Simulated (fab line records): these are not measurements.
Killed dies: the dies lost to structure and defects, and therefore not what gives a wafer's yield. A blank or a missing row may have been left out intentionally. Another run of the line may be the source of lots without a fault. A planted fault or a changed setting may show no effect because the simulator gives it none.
One fault seen from 2 desks + flow gf180mcu + every desk sees just its own numbers, and what lay behind them comes last

== FOR THE TOOL OWNER'S DESK: implanter-03 ==
The tool's own readings at GF_VT_IMPLANT_IMPLANT_41, given as means over the sampled wafers that have a number, one for each lot that went through this tool. Any lot whose mean is over 4 standard deviations away from the usual mean is out of limits and marked OUT; that distance is given in the brackets.
Columns: A = beamEnergyKeV at GF_VT_IMPLANT_IMPLANT_41, usual 70.001; B = doseIonsCm2 at GF_VT_IMPLANT_IMPLANT_41, usual 1.013e+12; C = faradayCurrentUA at GF_VT_IMPLANT_IMPLANT_41, usual 5.71
| lot  | first seen here | A      | B                           | C               |
|------|-----------------|--------|-----------------------------|-----------------|
| L916 | day 7 17:05     | 69.987 | 1.012e+12                   | 5.85            |
| L917 | day 7 23:48     | 69.984 | 1.014e+12                   | 5.78            |
| L919 | day 8 14:28     | 70.018 | 1.013e+12                   | 5.80            |
| L923 | day 9 17:35     | 70.007 | 1.012e+12                   | 5.67            |
| L924 | day 10 01:37    | 69.999 | 1.013e+12                   | 5.69            |
| L926 | day 10 13:01    | 70.011 | 8.782e+11 (-99 or more) OUT | 4.91 (-6.6) OUT |
| L928 | day 11 04:45    | 69.987 | 8.782e+11 (-99 or more) OUT | 4.93 (-6.5) OUT |
| L938 | day 13 22:04    | 69.988 | 1.014e+12                   | 5.87            |
This desk's finding: out of limits on L926, L928; first on L926, day 10 13:01 (doseIonsCm2 at GF_VT_IMPLANT_IMPLANT_41). L916, L917, L919, L923, L924, L938: within limits.

== THE METROLOGY DESK ==
What the gauges read, lot by lot, whatever tool the lot ran on: means of the sampled wafers that have a number. Any lot whose mean is over 4 standard deviations away from the usual mean is out of limits and marked OUT; that distance is given in the brackets.
Columns: A = VT_IMPLANT_3_TW at GF_VT_IMPLANT_TW_MEAS_32, usual 269; B = CONTACT_OVL at GF_CONTACT_OVL_MEAS_15, usual -2 nm
| lot  | first seen here | A   | B  |
|------|-----------------|-----|----|
| L915 | day 6 19:05     | 268 | 0  |
| L916 | day 7 01:53     | 278 | -9 |
| L917 | day 7 07:50     | 267 | -3 |
| L919 | day 7 22:25     | 267 | -6 |
| L921 | day 8 11:11     | 275 | -6 |
| L922 | day 8 20:47     | 267 | 7  |
| L923 | day 9 00:12     | 269 | 7  |
| L924 | day 9 07:56     | 275 | -4 |
| L925 | day 9 14:02     | 269 | -5 |
| L926 | day 9 19:47     | 266 | 1  |
| L927 | day 10 02:55    | 267 | -7 |
| L928 | day 10 10:19    | 266 | 3  |
| L938 | day 13 01:58    | 274 | -6 |
| L937 | day 13 04:55    | 267 | 2  |
This desk's verdict: no lot among the 14 shows anything out of limits.

== TAKEN TOGETHER ==
The tool owner's desk had the chance to raise an alarm at day 10 13:01 on L926, L928.
The metrology desk saw nothing out of limits.
The metrology desk has L926, L928 on record, within its limits.
Of the lots named, all ran GF_VT_IMPLANT_IMPLANT_41 on implanter-03.

== WHAT HAD BEEN PUT IN BY THE SIMULATOR ==
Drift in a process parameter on implanter-03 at GF_VT_IMPLANT_IMPLANT_41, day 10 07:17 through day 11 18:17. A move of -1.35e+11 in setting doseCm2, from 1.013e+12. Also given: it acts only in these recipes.
Struck lots among those shown: L926, L928.
Each desk's first reading out of limits, in hours after the fault started: the tool owner's desk, 6.
